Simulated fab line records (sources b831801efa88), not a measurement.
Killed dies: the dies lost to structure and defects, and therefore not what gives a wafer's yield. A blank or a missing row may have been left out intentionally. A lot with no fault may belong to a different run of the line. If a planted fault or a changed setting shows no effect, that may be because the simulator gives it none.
fab line records / flow sky130
record: lots: 6 wafers: 18 last_day: 50
route steps=708 shown NWELL@59
lots with no fault: from the same line, run without faults
start_h: hours from the record's first day to the start of the lot's first wafer shown / wait_h: time in hours since the lot's previous step / " unchanged from the row above / L1.1+2: several wafers, shown together as one row / - no value, or no start given / * or withheld: withheld / < > ~ a bound
route shown NAME@n: names a module that has steps shown in the file, with the first one's number in the route / usual: mean/standard deviation taken from wafers without a fault / same: alike in all rows / chamber/n: place in a boat / sites: the reading at each site / _std_site: standard deviation across them / _edge_site: mean of outer sites minus mean of inner sites / radius_mm: how far each site lies from the wafer's centre / mask NAME#n: copy n / behind: tool/chamber where the wafer was last shaped / hold: cause of the lot's hold/its duration in hours/its outcome / device: transistor that didn't switch, given as n, p or np / end of line: tests run on the same wafers once the route is complete / a step without rows: its recipe alone / killed: dies that structure and defects cost at the first sort, which is not the same as the wafer's yield / map: dies across one wafer; x = killed, . = not, _ = none there
set.NAME: the setting the step ran with; set.NAME@STEP: the setting that earlier step ran with / model.NAME: the simulator's own value behind a step, which no gauge read
lots at selected steps of the route; one table per step, one row per wafer
services: when a tool's chamber went out of use (start_h, in hours from the record's first day, below 0 if earlier), for how many hours, and the reason
== steps ==
step: SKY_NWELL_SOFTBAKE_06
recipe: temp_c: 110 time_s: withheld
step: SKY_NWELL_EXPOSE_07
recipe: mask_id: NWM na: 0.6 source_shape: conventional sigma_outer: 0.6 polarization: unpolarized target_cd_nm: 840 dose_mj: 255
step: SKY_NWELL_PEB_08
recipe: temp_c: 115 time_s: withheld
step: SKY_NWELL_DEVELOP_09
recipe: wall_angle_deg: 90 developer: TMAH develop_time_s: 60 dev_temp_c: 23
step: SKY_NWELL_OVL_MEAS_10
usual: NWELL_00_OVL: 0.2/1.4
lot.wafer=L803.1 tool=overlay-01 chamber=- start_h=88.41 wait_h=- NWELL_00_OVL[nm]=2.3
lot.wafer=L803.5 tool=overlay-01 chamber=- start_h=88.41 wait_h=- NWELL_00_OVL[nm]=0.6
lot.wafer=L803.6 tool=overlay-01 chamber=- start_h=88.41 wait_h=- NWELL_00_OVL[nm]=0.6
lot.wafer=L808.2 tool=overlay-02 chamber=- start_h=118.09 wait_h=- NWELL_00_OVL[nm]=-1.9
lot.wafer=L808.3 tool=overlay-02 chamber=- start_h=118.09 wait_h=- NWELL_00_OVL[nm]=-1.9
lot.wafer=L808.6 tool=overlay-02 chamber=- start_h=118.09 wait_h=- NWELL_00_OVL[nm]=-1.9
lot.wafer=L812.3 tool=overlay-01 chamber=- start_h=141.37 wait_h=- NWELL_00_OVL[nm]=2.0
lot.wafer=L812.4 tool=overlay-01 chamber=- start_h=141.37 wait_h=- NWELL_00_OVL[nm]=0.7
lot.wafer=L812.6 tool=overlay-01 chamber=- start_h=141.37 wait_h=- NWELL_00_OVL[nm]=1.0
lot.wafer=L813.2 tool=overlay-01 chamber=- start_h=144.69 wait_h=- NWELL_00_OVL[nm]=2.1
lot.wafer=L813.4 tool=overlay-01 chamber=- start_h=144.69 wait_h=- NWELL_00_OVL[nm]=2.2
lot.wafer=L813.5 tool=overlay-01 chamber=- start_h=144.69 wait_h=- NWELL_00_OVL[nm]=2.5
lot.wafer=L822.1 tool=overlay-01 chamber=- start_h=197.01 wait_h=- NWELL_00_OVL[nm]=-0.1
lot.wafer=L822.3 tool=overlay-01 chamber=- start_h=197.01 wait_h=- NWELL_00_OVL[nm]=1.6
lot.wafer=L822.6 tool=overlay-01 chamber=- start_h=197.01 wait_h=- NWELL_00_OVL[nm]=1.5
lot.wafer=L824.1 tool=overlay-01 chamber=- start_h=211.02 wait_h=- NWELL_00_OVL[nm]=1.3
lot.wafer=L824.3 tool=overlay-01 chamber=- start_h=211.02 wait_h=- NWELL_00_OVL[nm]=-0.2
lot.wafer=L824.6 tool=overlay-01 chamber=- start_h=211.02 wait_h=- NWELL_00_OVL[nm]=-0.7
step: SKY_NWELL_IMPLANT_11
recipe: species: P energy_kev: 400 dose_cm2: 1.9e+13 tilt_deg: withheld
step: SKY_NWELL_IMPLANT_12
recipe: species: P energy_kev: 120 dose_cm2: 1.3e+12 tilt_deg: withheld
step: SKY_NWELL_IMPLANT_13
recipe: species: P energy_kev: 50 dose_cm2: 7e+11 tilt_deg: withheld
step: SKY_NWELL_STRIP_14
recipe: chemistry: O2/N2 power_w: 1400 pressure_mtorr: 1500 platen_temp_c: withheld o2_flow_sccm: 3000 n2_flow_sccm: 300 overash_fraction: 0.5
usual: drypump_motor_current_A: 5.38/0.18 o2_flow_sccm: 2999/9.4 oes_product_au: 0.722/0.0045 strip_time_to_endpoint_s: 36.87/0.12
lot.wafer=L803.1 tool=plasma_asher-02 chamber=0 start_h=88.89 wait_h=0.1 drypump_motor_current_A=5.71 o2_flow_sccm=2995 oes_product_au=0.723 rf_hours_counter_h=39 strip_time_to_endpoint_s=36.93
lot.wafer=L803.5 tool=plasma_asher-02 chamber=0 start_h=88.89 wait_h=0.1 drypump_motor_current_A=5.72 o2_flow_sccm=2997 oes_product_au=0.721 rf_hours_counter_h=- strip_time_to_endpoint_s=36.91
lot.wafer=L803.6 tool=plasma_asher-02 chamber=1 start_h=88.89 wait_h=0.1 drypump_motor_current_A=5.39 o2_flow_sccm=3011 oes_product_au=0.720 rf_hours_counter_h=- strip_time_to_endpoint_s=36.88
lot.wafer=L808.2 tool=plasma_asher-04 chamber=1 start_h=118.57 wait_h=0.1 drypump_motor_current_A=5.15 o2_flow_sccm=3017 oes_product_au=0.720 rf_hours_counter_h=31 strip_time_to_endpoint_s=36.86
lot.wafer=L808.3 tool=plasma_asher-04 chamber=0 start_h=118.57 wait_h=0.1 drypump_motor_current_A=5.21 o2_flow_sccm=3010 oes_product_au=0.727 rf_hours_counter_h=- strip_time_to_endpoint_s=36.91
lot.wafer=L808.6 tool=plasma_asher-04 chamber=0 start_h=118.57 wait_h=0.1 drypump_motor_current_A=5.18 o2_flow_sccm=2993 oes_product_au=0.719 rf_hours_counter_h=- strip_time_to_endpoint_s=36.81
lot.wafer=L812.3 tool=plasma_asher-04 chamber=1 start_h=141.88 wait_h=0.1 drypump_motor_current_A=5.19 o2_flow_sccm=2998 oes_product_au=0.723 rf_hours_counter_h=- strip_time_to_endpoint_s=37.01
lot.wafer=L812.4 tool=plasma_asher-04 chamber=0 start_h=141.88 wait_h=0.1 drypump_motor_current_A=5.22 o2_flow_sccm=3000 oes_product_au=0.721 rf_hours_counter_h=- strip_time_to_endpoint_s=37.01
lot.wafer=L812.6 tool=plasma_asher-04 chamber=1 start_h=141.88 wait_h=0.1 drypump_motor_current_A=5.20 o2_flow_sccm=3004 oes_product_au=0.724 rf_hours_counter_h=- strip_time_to_endpoint_s=36.96
lot.wafer=L813.2 tool=plasma_asher-01 chamber=1 start_h=145.17 wait_h=0.1 drypump_motor_current_A=5.31 o2_flow_sccm=2992 oes_product_au=0.724 rf_hours_counter_h=43 strip_time_to_endpoint_s=36.71
lot.wafer=L813.4 tool=plasma_asher-01 chamber=1 start_h=145.17 wait_h=0.1 drypump_motor_current_A=5.31 o2_flow_sccm=2974 oes_product_au=0.724 rf_hours_counter_h=- strip_time_to_endpoint_s=36.70
lot.wafer=L813.5 tool=plasma_asher-01 chamber=0 start_h=145.17 wait_h=0.1 drypump_motor_current_A=5.26 o2_flow_sccm=3000 oes_product_au=0.731 rf_hours_counter_h=- strip_time_to_endpoint_s=36.73
lot.wafer=L822.1 tool=plasma_asher-02 chamber=0 start_h=197.49 wait_h=0.1 drypump_motor_current_A=5.70 o2_flow_sccm=2988 oes_product_au=0.726 rf_hours_counter_h=51 strip_time_to_endpoint_s=36.61
lot.wafer=L822.3 tool=plasma_asher-02 chamber=1 start_h=197.49 wait_h=0.1 drypump_motor_current_A=5.38 o2_flow_sccm=3014 oes_product_au=0.716 rf_hours_counter_h=- strip_time_to_endpoint_s=36.58
lot.wafer=L822.6 tool=plasma_asher-02 chamber=1 start_h=197.49 wait_h=0.1 drypump_motor_current_A=5.38 o2_flow_sccm=3014 oes_product_au=0.714 rf_hours_counter_h=- strip_time_to_endpoint_s=36.78
lot.wafer=L824.1 tool=plasma_asher-01 chamber=1 start_h=211.50 wait_h=0.1 drypump_motor_current_A=5.36 o2_flow_sccm=2993 oes_product_au=0.725 rf_hours_counter_h=50 strip_time_to_endpoint_s=36.78
lot.wafer=L824.3 tool=plasma_asher-01 chamber=0 start_h=211.50 wait_h=0.1 drypump_motor_current_A=5.26 o2_flow_sccm=2999 oes_product_au=0.722 rf_hours_counter_h=- strip_time_to_endpoint_s=36.79
lot.wafer=L824.6 tool=plasma_asher-01 chamber=1 start_h=211.50 wait_h=0.1 drypump_motor_current_A=5.33 o2_flow_sccm=2999 oes_product_au=0.714 rf_hours_counter_h=- strip_time_to_endpoint_s=36.74
step: SKY_NWELL_TW_MEAS_15
usual: NWELL_TW: 1819/14
lot.wafer=L803.1 tool=film_metro-02 chamber=- start_h=88.99 wait_h=0.1 NWELL_TW=1808
lot.wafer=L803.5 tool=film_metro-02 chamber=- start_h=88.99 wait_h=0.1 NWELL_TW=1814
lot.wafer=L803.6 tool=film_metro-02 chamber=- start_h=88.99 wait_h=0.1 NWELL_TW=1809
lot.wafer=L808.2 tool=film_metro-04 chamber=- start_h=118.68 wait_h=0.1 NWELL_TW=1839
lot.wafer=L808.3 tool=film_metro-04 chamber=- start_h=118.68 wait_h=0.1 NWELL_TW=1829
lot.wafer=L808.6 tool=film_metro-04 chamber=- start_h=118.68 wait_h=0.1 NWELL_TW=1822
lot.wafer=L812.3 tool=film_metro-02 chamber=- start_h=141.96 wait_h=0.1 NWELL_TW=1798
lot.wafer=L812.4 tool=film_metro-02 chamber=- start_h=141.96 wait_h=0.1 NWELL_TW=1794
lot.wafer=L812.6 tool=film_metro-02 chamber=- start_h=141.96 wait_h=0.1 NWELL_TW=1787
lot.wafer=L813.2 tool=film_metro-04 chamber=- start_h=145.28 wait_h=0.1 NWELL_TW=1827
lot.wafer=L813.4 tool=film_metro-04 chamber=- start_h=145.28 wait_h=0.1 NWELL_TW=1835
lot.wafer=L813.5 tool=film_metro-04 chamber=- start_h=145.28 wait_h=0.1 NWELL_TW=1826
lot.wafer=L822.1 tool=film_metro-04 chamber=- start_h=197.59 wait_h=0.1 NWELL_TW=1830
lot.wafer=L822.3 tool=film_metro-04 chamber=- start_h=197.59 wait_h=0.1 NWELL_TW=1823
lot.wafer=L822.6 tool=film_metro-04 chamber=- start_h=197.59 wait_h=0.1 NWELL_TW=1843
lot.wafer=L824.1 tool=film_metro-04 chamber=- start_h=211.60 wait_h=0.1 NWELL_TW=1831
lot.wafer=L824.3 tool=film_metro-04 chamber=- start_h=211.60 wait_h=0.1 NWELL_TW=1838
lot.wafer=L824.6 tool=film_metro-04 chamber=- start_h=211.60 wait_h=0.1 NWELL_TW=1832
step: SKY_NWELL_DEHYDRATE_16
recipe: temp_c: 200 time_s: 60
step: SKY_NWELL_HMDS_17
recipe: prime_time_s: 60 prime_temp_c: 120
step: SKY_NWELL_COAT_18
recipe: spin_rpm: 2000 resist_thk_nm: 3000
usual: chill_plate_temp_C: 23.02/0.098 dispense_pressure_kPa: 54.1/1.3
lot.wafer=L803.1 tool=litho_track-01 chamber=0 start_h=97.11 wait_h=0.1 chill_plate_temp_C=22.96 dispense_pressure_kPa=54.7
lot.wafer=L803.5 tool=litho_track-01 chamber=0 start_h=97.11 wait_h=0.1 chill_plate_temp_C=22.94 dispense_pressure_kPa=54.7
lot.wafer=L803.6 tool=litho_track-01 chamber=0 start_h=97.11 wait_h=0.1 chill_plate_temp_C=22.94 dispense_pressure_kPa=54.7
lot.wafer=L808.2 tool=litho_track-01 chamber=0 start_h=127.73 wait_h=0.1 chill_plate_temp_C=23.17 dispense_pressure_kPa=54.7
lot.wafer=L808.3 tool=litho_track-01 chamber=0 start_h=127.73 wait_h=0.1 chill_plate_temp_C=22.81 dispense_pressure_kPa=54.6
lot.wafer=L808.6 tool=litho_track-01 chamber=0 start_h=127.73 wait_h=0.1 chill_plate_temp_C=23.08 dispense_pressure_kPa=54.7
lot.wafer=L812.3 tool=litho_track-01 chamber=- start_h=151.46 wait_h=0.1 chill_plate_temp_C=- dispense_pressure_kPa=-
lot.wafer=L812.4 tool=litho_track-01 chamber=- start_h=151.46 wait_h=0.1 chill_plate_temp_C=- dispense_pressure_kPa=-
lot.wafer=L812.6 tool=litho_track-01 chamber=- start_h=151.46 wait_h=0.1 chill_plate_temp_C=- dispense_pressure_kPa=-
lot.wafer=L813.2 tool=litho_track-02 chamber=- start_h=153.79 wait_h=0.1 chill_plate_temp_C=- dispense_pressure_kPa=-
lot.wafer=L813.4 tool=litho_track-02 chamber=- start_h=153.79 wait_h=0.1 chill_plate_temp_C=- dispense_pressure_kPa=-
lot.wafer=L813.5 tool=litho_track-02 chamber=- start_h=153.79 wait_h=0.1 chill_plate_temp_C=- dispense_pressure_kPa=-
lot.wafer=L822.1 tool=litho_track-02 chamber=0 start_h=208.57 wait_h=0.1 chill_plate_temp_C=23.10 dispense_pressure_kPa=55.6
lot.wafer=L822.3 tool=litho_track-02 chamber=0 start_h=208.57 wait_h=0.1 chill_plate_temp_C=23.12 dispense_pressure_kPa=55.6
lot.wafer=L822.6 tool=litho_track-02 chamber=0 start_h=208.57 wait_h=0.1 chill_plate_temp_C=23.24 dispense_pressure_kPa=55.6
lot.wafer=L824.1 tool=litho_track-01 chamber=0 start_h=222.41 wait_h=0.1 chill_plate_temp_C=23.00 dispense_pressure_kPa=54.7
lot.wafer=L824.3 tool=litho_track-01 chamber=0 start_h=222.41 wait_h=0.1 chill_plate_temp_C=23.11 dispense_pressure_kPa=54.7
lot.wafer=L824.6 tool=litho_track-01 chamber=0 start_h=222.41 wait_h=0.1 chill_plate_temp_C=22.92 dispense_pressure_kPa=54.7
step: SKY_NWELL_SOFTBAKE_19
recipe: temp_c: 110 time_s: withheld
step: SKY_NWELL_EXPOSE_20
recipe: mask_id: NWM_COMPLEMENT na: 0.6 source_shape: conventional sigma_outer: 0.6 polarization: unpolarized target_cd_nm: 840 dose_mj: 260
step: SKY_NWELL_PEB_21
recipe: temp_c: 115 time_s: withheld
step: SKY_NWELL_DEVELOP_22
recipe: wall_angle_deg: 90 developer: TMAH develop_time_s: 60 dev_temp_c: 23
step: SKY_NWELL_OVL_MEAS_23
usual: NWELL_01_OVL: 0.3/1.4
lot.wafer=L803.1 tool=overlay-01 chamber=- start_h=106.31 wait_h=- NWELL_01_OVL[nm]=-0.9
lot.wafer=L803.5 tool=overlay-01 chamber=- start_h=106.31 wait_h=- NWELL_01_OVL[nm]=1.0
lot.wafer=L803.6 tool=overlay-01 chamber=- start_h=106.31 wait_h=- NWELL_01_OVL[nm]=-0.3
lot.wafer=L808.2 tool=overlay-01 chamber=- start_h=138.01 wait_h=- NWELL_01_OVL[nm]=1.5
lot.wafer=L808.3 tool=overlay-01 chamber=- start_h=138.01 wait_h=- NWELL_01_OVL[nm]=1.3
lot.wafer=L808.6 tool=overlay-01 chamber=- start_h=138.01 wait_h=- NWELL_01_OVL[nm]=1.6
lot.wafer=L812.3 tool=overlay-01 chamber=- start_h=162.07 wait_h=- NWELL_01_OVL[nm]=-
lot.wafer=L812.4 tool=overlay-01 chamber=- start_h=162.07 wait_h=- NWELL_01_OVL[nm]=-
lot.wafer=L812.6 tool=overlay-01 chamber=- start_h=162.07 wait_h=- NWELL_01_OVL[nm]=-
lot.wafer=L813.2 tool=overlay-02 chamber=- start_h=164.46 wait_h=- NWELL_01_OVL[nm]=-
lot.wafer=L813.4 tool=overlay-02 chamber=- start_h=164.46 wait_h=- NWELL_01_OVL[nm]=-
lot.wafer=L813.5 tool=overlay-02 chamber=- start_h=164.46 wait_h=- NWELL_01_OVL[nm]=-
lot.wafer=L822.1 tool=overlay-02 chamber=- start_h=220.26 wait_h=- NWELL_01_OVL[nm]=1.4
lot.wafer=L822.3 tool=overlay-02 chamber=- start_h=220.26 wait_h=- NWELL_01_OVL[nm]=3.1
lot.wafer=L822.6 tool=overlay-02 chamber=- start_h=220.26 wait_h=- NWELL_01_OVL[nm]=2.3
lot.wafer=L824.1 tool=overlay-01 chamber=- start_h=234.88 wait_h=- NWELL_01_OVL[nm]=2.4
lot.wafer=L824.3 tool=overlay-01 chamber=- start_h=234.88 wait_h=- NWELL_01_OVL[nm]=1.4
lot.wafer=L824.6 tool=overlay-01 chamber=- start_h=234.88 wait_h=- NWELL_01_OVL[nm]=2.3
step: SKY_NWELL_IMPLANT_24
recipe: species: B energy_kev: 140 dose_cm2: 9.2e+12 tilt_deg: withheld
== services ==
tool=plasma_asher-02 chamber=- start_h=68.49 hours=8.6 kind=repair
tool=plasma_asher-01 chamber=- start_h=90.09 hours=1.3 kind=repair
tool=plasma_asher-04 chamber=- start_h=188.74 hours=1.6 kind=repair
tool=plasma_asher-04 chamber=- start_h=190.64 hours=88.7 kind=repair
== key ==
first_sign: step: SKY_NWELL_COAT_18 reading: tool_record direction: missing
effect: step: SKY_NWELL_OVL_MEAS_23 reading: NWELL_01_OVL direction: missing
met_at SKY_NWELL_COAT_18
struck_wafers L812.3,L812.4,L812.6,L813.2,L813.4,L813.5
sort_left_out L812.3,L812.4,L812.6,L813.2,L813.4,L813.5
tester_left_out L812,L813
onset_between 127.73 151.46
fault: kind: skipped_step_whole tool: litho_track-01,litho_track-02 chamber: - onset_h: 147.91 steps: SKY_NWELL_COAT_18 scope: struck_lots_only
tester_left_out: of these lots the tester's yield and bins aren't shown, on N5 and GAA mostly nor the transistor test; their killed dies are dies lost to structure and defects alone, not to doping, threshold or leakage, so they don't give the yield
sort_left_out: the simulated sort isn't trusted on such a fault, so these wafers' sort isn't shown, and their yield isn't known
